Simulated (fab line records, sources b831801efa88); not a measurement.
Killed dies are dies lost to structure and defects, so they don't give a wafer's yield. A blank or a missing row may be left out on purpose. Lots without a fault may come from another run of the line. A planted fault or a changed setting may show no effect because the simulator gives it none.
Chamber matching | flow sky130 | SKY_VIA1_ETCH_15 on rie_diel-03: 4 sister chambers
The step etches SiO2 in C4F8/O2/Ar, stops on TiN, target depth 351 nm, time 54 s. 4 wafers are shown with their chamber, then 10 later ones without.

WAFERS WITH THEIR CHAMBER
wafer  | chamber | oes_product_au (a.u.)
L080.5 | 3       | 0.970
L088.2 | 0       | 0.976
L089.1 | 1       | 0.988
L089.3 | 2       | 0.990

WAFERS WITHOUT THEIR CHAMBER
wafer  | oes_product_au (a.u.)
L089.6 | 0.988
L091.1 | 0.971
L091.2 | 0.982
L091.4 | 0.978
L092.2 | 0.985
L092.3 | 0.986
L092.4 | 0.983
L095.1 | 0.982
L095.5 | 0.985
L095.6 | 0.979

WHICH CHAMBER EACH WENT THROUGH
wafer  | from the rows above               | in truth
L089.6 | can't be placed: 1 or 2           | 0
L091.1 | can't be placed: 3 or 0           | 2
L091.2 | can't be placed: 0 or 1 or 2 or 3 | 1
L091.4 | can't be placed: 0 or 3           | 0
L092.2 | can't be placed: 1 or 2 or 0      | 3
L092.3 | can't be placed: 1 or 2           | 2
L092.4 | can't be placed: 1 or 0 or 2      | 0
L095.1 | can't be placed: 0 or 1 or 2 or 3 | 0
L095.5 | can't be placed: 1 or 2 or 0      | 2
L095.6 | can't be placed: 0 or 1 or 3      | 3
Placed correctly: 0 of 10. Can't be placed from these rows: 10 (the true chamber is among the candidates in 7). Placed wrongly: 0.
How it was worked out, from the rows above alone: a wafer's distance from a chamber is the root of the sum, over the readings, of the square of ((its reading less the chamber's mean) divided by the reading's scatter). The wafer belongs to the nearest chamber; if the next one is less than 2 further off, it can't be placed. A chamber's mean is the mean of its shown wafers. The scatter: with one shown wafer a chamber, the root of the mean of the squares of how far each hidden wafer lies from its nearest shown one.
